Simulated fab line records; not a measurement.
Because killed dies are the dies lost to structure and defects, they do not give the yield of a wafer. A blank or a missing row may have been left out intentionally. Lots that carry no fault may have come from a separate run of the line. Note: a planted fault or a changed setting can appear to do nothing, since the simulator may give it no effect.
fab line records ; flow sky130
record: lots: 14; wafers: 42; last_day: 50
route steps=708 shown VT_ADJUST_LVTN@110 VT_ADJUST_NCORE@130 VT_ADJUST_HVTR@142 PAD_OPEN@708
lots that met no fault: from a run of the same line without faults
start_h: the number of hours between the record's first day and the start of the first shown wafer of the lot ; wait_h: hours from the lot's prior step to this one ; " as in the row above ; L1.1+2: a single row standing in for several wafers ; - either no value or no given start ; * or withheld: withheld ; < > ~ a bound
route shown NAME@n: a module of which the file shows steps, and the number in the route of the first ; usual: mean and standard deviation over wafers with no fault ; same: alike in all rows ; chamber/n: place in a boat ; sites: the reading at each site ; _std_site: standard deviation of those values ; _edge_site: inner sites' mean taken away from outer sites' mean ; radius_mm: for every site, how far away it sits from the centre of the wafer ; mask NAME#n: copy n ; behind: tool/chamber where the wafer was last shaped ; hold: cause of the lot's hold/its duration in hours/its outcome ; device: transistor that didn't switch, given as n, p or np ; end of line: the route-end tests of the same wafers ; a step with no rows: only its recipe ; killed: count of dies lost to structure and defects at first sort (not the wafer's yield) ; map: dies across one wafer; x = killed, . = not, _ = none there
set.NAME: the setting that was run; set.NAME@STEP: the one run at that earlier step ; model.NAME: the simulator's own value behind a step, which no gauge read
one table for each step of the route and one row for each wafer, over a sample of lots
services: from which hour (start_h, from the record's first day; less than 0 if before it) a tool's chamber was out of use, for how many hours, and why
== steps ==
step: SKY_VT_ADJUST_LVTN_COAT_13
recipe: resist: NOVOLAK; spin_rpm: 3000; resist_thk_nm: 1140
usual: chill_plate_temp_C: 22.99/0.094; dispense_pressure_kPa: 49.4/1.2
lot.wafer;tool;chamber;start_h;wait_h;chill_plate_temp_C;dispense_pressure_kPa
L631.2;litho_track-02;0;152.96;0.1;23.05;49.5
L631.3;litho_track-02;0;152.96;0.1;23.00;49.5
L631.6;litho_track-02;0;152.96;0.1;22.87;49.4
L632.2;litho_track-02;0;159.26;0.1;23.01;49.5
L632.4;litho_track-02;0;159.26;0.1;22.89;49.5
L632.5;litho_track-02;0;159.26;0.1;23.02;49.5
L636.1;litho_track-03;0;187.65;0.1;23.09;51.0
L636.3;litho_track-03;0;187.65;0.1;23.06;51.1
L636.4;litho_track-03;0;187.65;0.1;22.94;51.1
L637.4;litho_track-02;-;189.86;0.1;-;-
L637.5;litho_track-02;-;189.86;0.1;-;-
L637.6;litho_track-02;-;189.86;0.1;-;-
L638.1;litho_track-03;-;199.60;0.1;-;-
L638.2;litho_track-03;-;199.60;0.1;-;-
L638.3;litho_track-03;-;199.60;0.1;-;-
L643.2;litho_track-03;0;229.03;0.1;23.08;51.0
L643.5;litho_track-03;0;229.03;0.1;22.95;51.0
L643.6;litho_track-03;0;229.03;0.1;23.01;51.0
L644.1;litho_track-02;0;238.54;0.1;22.93;49.5
L644.2;litho_track-02;0;238.54;0.1;23.00;49.5
L644.5;litho_track-02;0;238.54;0.1;22.86;49.5
L645.1;litho_track-04;0;246.48;0.1;23.03;48.0
L645.3;litho_track-04;0;246.48;0.1;23.11;48.0
L645.6;litho_track-04;0;246.48;0.1;22.99;48.0
L647.2;litho_track-02;0;264.86;0.1;22.93;49.5
L647.3;litho_track-02;0;264.86;0.1;22.97;49.5
L647.4;litho_track-02;0;264.86;0.1;23.00;49.5
L648.1;litho_track-03;0;272.35;0.1;22.97;51.0
L648.5;litho_track-03;0;272.35;0.1;23.07;51.0
L648.6;litho_track-03;0;272.35;0.1;22.90;51.0
L649.1;litho_track-03;0;274.60;0.1;22.94;51.0
L649.2;litho_track-03;0;274.60;0.1;22.87;51.0
L649.4;litho_track-03;0;274.60;0.1;22.78;51.0
L651.1;litho_track-03;0;290.80;0.1;22.98;51.0
L651.2;litho_track-03;0;290.80;0.1;22.93;51.0
L651.4;litho_track-03;0;290.80;0.1;23.01;51.0
L652.1;litho_track-02;0;296.94;0.1;22.83;49.5
L652.4;litho_track-02;0;296.94;0.1;22.86;49.5
L652.6;litho_track-02;0;296.94;0.1;22.86;49.6
L654.4;litho_track-04;0;307.41;0.1;23.07;48.0
L654.5;litho_track-04;0;307.41;0.1;22.96;48.1
L654.6;litho_track-04;0;307.41;0.1;23.00;48.0
step: SKY_VT_ADJUST_LVTN_OVL_MEAS_18
usual: VT_ADJUST_LVTN_01_OVL: 0.0/1.4
lot.wafer;tool;chamber;start_h;wait_h;VT_ADJUST_LVTN_01_OVL[nm]
L631.2;overlay-01;-;162.96;0.1;0.9
L631.3;overlay-01;-;162.96;0.1;0.2
L631.6;overlay-01;-;162.96;0.1;-1.7
L632.2;overlay-01;-;169.26;0.1;-0.1
L632.4;overlay-01;-;169.26;0.1;-0.3
L632.5;overlay-01;-;169.26;0.1;-0.7
L636.1;overlay-01;-;199.30;0.1;-1.5
L636.3;overlay-01;-;199.30;0.1;0.0
L636.4;overlay-01;-;199.30;0.1;-1.0
L637.4;overlay-01;-;200.90;0.1;-
L637.5;overlay-01;-;200.90;0.1;-
L637.6;overlay-01;-;200.90;0.1;-
L638.1;overlay-01;-;210.39;0.1;-
L638.2;overlay-01;-;210.39;0.1;-
L638.3;overlay-01;-;210.39;0.1;-
L643.2;overlay-01;-;240.74;0.1;-0.9
L643.5;overlay-01;-;240.74;0.1;1.6
L643.6;overlay-01;-;240.74;0.1;-0.8
L644.1;overlay-01;-;250.68;0.1;0.8
L644.2;overlay-01;-;250.68;0.1;-0.5
L644.5;overlay-01;-;250.68;0.1;-0.7
L645.1;overlay-02;-;258.39;0.1;-0.3
L645.3;overlay-02;-;258.39;0.1;2.0
L645.6;overlay-02;-;258.39;0.1;0.0
L647.2;overlay-02;-;277.39;0.1;-2.0
L647.3;overlay-02;-;277.39;0.1;-2.2
L647.4;overlay-02;-;277.39;0.1;-1.0
L648.1;overlay-01;-;284.28;0.1;0.5
L648.5;overlay-01;-;284.28;0.1;-1.1
L648.6;overlay-01;-;284.28;0.1;-2.2
L649.1;overlay-01;-;286.40;0.1;2.4
L649.2;overlay-01;-;286.40;0.1;0.3
L649.4;overlay-01;-;286.40;0.1;1.2
L651.1;overlay-02;-;303.55;0.1;-2.1
L651.2;overlay-02;-;303.55;0.1;-2.8
L651.4;overlay-02;-;303.55;0.1;0.4
L652.1;overlay-01;-;309.54;0.1;-1.7
L652.4;overlay-01;-;309.54;0.1;-0.5
L652.6;overlay-01;-;309.54;0.1;0.1
L654.4;overlay-02;-;320.65;0.1;-1.7
L654.5;overlay-02;-;320.65;0.1;-0.9
L654.6;overlay-02;-;320.65;0.1;0.0
step: SKY_VT_ADJUST_NCORE_TW_MEAS_11
usual: VT_ADJUST_NCORE_TW: 220.2/2.5
lot.wafer;tool;chamber;start_h;wait_h;VT_ADJUST_NCORE_TW
L631.2;film_metro-01;-;184.35;0.1;219.2
L631.3;film_metro-01;-;184.35;0.1;217.8
L631.6;film_metro-01;-;184.35;0.1;219.6
L632.2;film_metro-04;-;190.52;0.1;223.6
L632.4;film_metro-04;-;190.52;0.1;225.3
L632.5;film_metro-04;-;190.52;0.1;224.0
L636.1;film_metro-01;-;222.04;0.1;218.8
L636.3;film_metro-01;-;222.04;0.1;220.6
L636.4;film_metro-01;-;222.04;0.1;218.5
L637.4;film_metro-02;-;223.63;0.1;250.0
L637.5;film_metro-02;-;223.63;0.1;249.1
L637.6;film_metro-02;-;223.63;0.1;249.6
L638.1;film_metro-01;-;234.07;0.1;251.0
L638.2;film_metro-01;-;234.07;0.1;251.0
L638.3;film_metro-01;-;234.07;0.1;250.6
L643.2;film_metro-04;-;264.52;0.1;222.4
L643.5;film_metro-04;-;264.52;0.1;222.2
L643.6;film_metro-04;-;264.52;0.1;223.0
L644.1;film_metro-01;-;275.60;0.1;219.5
L644.2;film_metro-01;-;275.60;0.1;219.6
L644.5;film_metro-01;-;275.60;0.1;217.5
L645.1;film_metro-04;-;283.11;0.1;223.6
L645.3;film_metro-04;-;283.11;0.1;222.9
L645.6;film_metro-04;-;283.11;0.1;223.5
L647.2;film_metro-02;-;303.32;0.1;218.8
L647.3;film_metro-02;-;303.32;0.1;217.3
L647.4;film_metro-02;-;303.32;0.1;219.0
L648.1;film_metro-01;-;309.51;0.1;220.0
L648.5;film_metro-01;-;309.51;0.1;219.0
L648.6;film_metro-01;-;309.51;0.1;220.6
L649.1;film_metro-01;-;311.79;0.1;220.0
L649.2;film_metro-01;-;311.79;0.1;219.4
L649.4;film_metro-01;-;311.79;0.1;218.5
L651.1;film_metro-02;-;330.44;0.1;217.9
L651.2;film_metro-02;-;330.44;0.1;218.5
L651.4;film_metro-02;-;330.44;0.1;218.6
L652.1;film_metro-02;-;336.09;0.1;219.7
L652.4;film_metro-02;-;336.09;0.1;218.8
L652.6;film_metro-02;-;336.09;0.1;217.5
L654.4;film_metro-01;-;348.14;0.1;218.1
L654.5;film_metro-01;-;348.14;0.1;218.9
L654.6;film_metro-01;-;348.14;0.1;219.7
step: SKY_VT_ADJUST_HVTR_TW_MEAS_11
usual: VT_ADJUST_HVTR_TW: 209.4/1.9
lot.wafer;tool;chamber;start_h;wait_h;VT_ADJUST_HVTR_TW
L631.2;film_metro-02;-;206.07;0.1;212.3
L631.3;film_metro-02;-;206.07;0.1;210.9
L631.6;film_metro-02;-;206.07;0.1;211.2
L632.2;film_metro-03;-;212.85;0.1;208.3
L632.4;film_metro-03;-;212.85;0.1;208.0
L632.5;film_metro-03;-;212.85;0.1;207.6
L636.1;film_metro-03;-;245.69;0.1;206.7
L636.3;film_metro-03;-;245.69;0.1;207.1
L636.4;film_metro-03;-;245.69;0.1;207.9
L637.4;film_metro-02;-;246.62;0.1;243.4
L637.5;film_metro-02;-;246.62;0.1;244.4
L637.6;film_metro-02;-;246.62;0.1;241.9
L638.1;film_metro-01;-;258.14;0.1;243.5
L638.2;film_metro-01;-;258.14;0.1;242.1
L638.3;film_metro-01;-;258.14;0.1;242.5
L643.2;film_metro-02;-;289.80;0.1;208.8
L643.5;film_metro-02;-;289.80;0.1;209.2
L643.6;film_metro-02;-;289.80;0.1;209.8
L644.1;film_metro-02;-;300.24;0.1;210.4
L644.2;film_metro-02;-;300.24;0.1;209.6
L644.5;film_metro-02;-;300.24;0.1;209.9
L645.1;film_metro-01;-;308.19;0.1;211.4
L645.3;film_metro-01;-;308.19;0.1;212.4
L645.6;film_metro-01;-;308.19;0.1;211.1
L647.2;film_metro-01;-;330.32;0.1;209.6
L647.3;film_metro-01;-;330.32;0.1;211.1
L647.4;film_metro-01;-;330.32;0.1;209.8
L648.1;film_metro-02;-;335.41;0.1;209.8
L648.5;film_metro-02;-;335.41;0.1;210.2
L648.6;film_metro-02;-;335.41;0.1;209.5
L649.1;film_metro-03;-;337.96;0.1;206.7
L649.2;film_metro-03;-;337.96;0.1;206.9
L649.4;film_metro-03;-;337.96;0.1;205.3
L651.1;film_metro-03;-;357.96;0.1;208.1
L651.2;film_metro-03;-;357.96;0.1;207.3
L651.4;film_metro-03;-;357.96;0.1;205.7
L652.1;film_metro-01;-;364.21;0.1;210.7
L652.4;film_metro-01;-;364.21;0.1;210.8
L652.6;film_metro-01;-;364.21;0.1;210.9
L654.4;film_metro-02;-;377.29;0.1;210.5
L654.5;film_metro-02;-;377.29;0.1;212.3
L654.6;film_metro-02;-;377.29;0.1;211.6
step: SKY_PAD_OPEN_PROBE_99
usual: killed_at_M0_to_M3: 42/7; killed_at_M4_up: 3.2/1.6; killed_at_contacts: 24/5.8; killed_at_front_end: 16/4.3; killed_at_other: 0.3/0.62; killed_dies: 86/9.5; killed_on_rim: 17/3.7; killed_open: 46/6.4; killed_short: 39/6.3
same: gross_dies: 492; killed_at_back_side: 0
lot.wafer;tool;chamber;start_h;wait_h;killed_at_M0_to_M3;killed_at_M4_up;killed_at_contacts;killed_at_front_end;killed_at_other;killed_dies;killed_on_rim;killed_open;killed_short
L637.4;prober-01;-;1114.53;0.2;43;5;28;415;1;492;96;47;44
L637.5;prober-01;-;1114.58;0.2;30;2;25;434;1;492;96;42;36
L637.6;prober-01;-;1114.63;0.2;38;7;33;414;0;492;96;53;44
L638.1;prober-01;-;1121.70;0.1;44;5;31;412;0;492;96;55;42
L638.2;prober-01;-;1121.75;0.1;35;5;20;432;0;492;96;39;29
L638.3;prober-01;-;1121.80;0.2;34;2;25;431;0;492;96;41;31
killed by level:class
L637.4 VT_ADJUST_LVTN:area_expose=401 CONTACT:geometric_particle:open=12 VIA1:geometric_particle:open=10 METAL2:geometric_particle:short=9 METAL1:geometric_particle:short=6 LI_CONTACT:geometric_particle:open=5 CONTACT:geometric_particle:short=5 VIA1:geometric_particle:short=5
L637.5 VT_ADJUST_LVTN:area_expose=413 VIA1:geometric_particle:open=11 POLY_GATE:geometric_particle:open=8 CONTACT:geometric_particle:open=8 VIA1:geometric_particle:short=7 CONTACT:geometric_particle:short=6 LOCAL_INTERCONNECT:geometric_particle:short=5 FIELD_ISO:geometric_particle:short=4
L637.6 VT_ADJUST_LVTN:area_expose=393 CONTACT:geometric_particle:open=14 VIA3:geometric_particle:open=8 LI_CONTACT:geometric_particle:open=7 VIA1:geometric_particle:open=7 LOCAL_INTERCONNECT:geometric_particle:short=6 POLY_GATE:geometric_particle:short=5 METAL4:geometric_particle:short=5
L638.1 VT_ADJUST_LVTN:area_expose=395 LOCAL_INTERCONNECT:geometric_particle:short=10 VIA3:geometric_particle:open=9 VIA2:geometric_particle:open=9 CONTACT:geometric_particle:open=8 VIA1:geometric_particle:open=7 POLY_GATE:geometric_particle:open=6 LI_CONTACT:geometric_particle:open=6
L638.2 VT_ADJUST_LVTN:area_expose=423 VIA2:geometric_particle:open=12 LI_CONTACT:geometric_particle:open=6 CONTACT:geometric_particle:open=6 METAL4:geometric_particle:short=5 METAL2:geometric_particle:short=4 VIA3:geometric_particle:open=4 POLY_GATE:geometric_particle:open=3
L638.3 VT_ADJUST_LVTN:area_expose=419 LI_CONTACT:geometric_particle:open=10 METAL2:geometric_particle:short=7 CONTACT:geometric_particle:open=6 VIA1:geometric_particle:open=6 VIA2:geometric_particle:open=5 POLY_GATE:geometric_particle:open=4 METAL3:geometric_particle:short=4
== services ==
tool;chamber;start_h;hours;kind
litho_track-04;-;245.15;-;consumable_replace:filter
== key ==
first_sign: step: SKY_VT_ADJUST_LVTN_COAT_13; reading: tool_record; direction: missing
effect: step: SKY_VT_ADJUST_LVTN_OVL_MEAS_18; reading: VT_ADJUST_LVTN_01_OVL; direction: missing
effect: step: SKY_VT_ADJUST_NCORE_TW_MEAS_11; reading: VT_ADJUST_NCORE_TW; direction: up; sigmas: 12; usual: 220.2; struck: 250.2
effect: step: SKY_VT_ADJUST_HVTR_TW_MEAS_11; reading: VT_ADJUST_HVTR_TW; direction: up; sigmas: 18; usual: 209.4; struck: 243.0
effect: step: SKY_PAD_OPEN_PROBE_99; reading: killed_at_front_end; direction: up; sigmas: 95; usual: 16; struck: 423
more_kills_born_at: SKY_VT_ADJUST_LVTN_EXPOSE_15@iline_stepper-02: 2444
met_at SKY_VT_ADJUST_LVTN_COAT_13
struck_lots L637,L638
tester_left_out L637,L638
onset_between 187.65 189.86
fault: kind: skipped_step_whole; tool: litho_track-02,litho_track-03; chamber: -; onset_h: 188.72; steps: SKY_VT_ADJUST_LVTN_COAT_13; scope: struck_lots_only
tester_left_out: of these lots the tester's yield and bins aren't shown, on N5 and GAA mostly nor the transistor test; their killed dies are dies lost to structure and defects alone, not to doping, threshold or leakage, so they don't give the yield
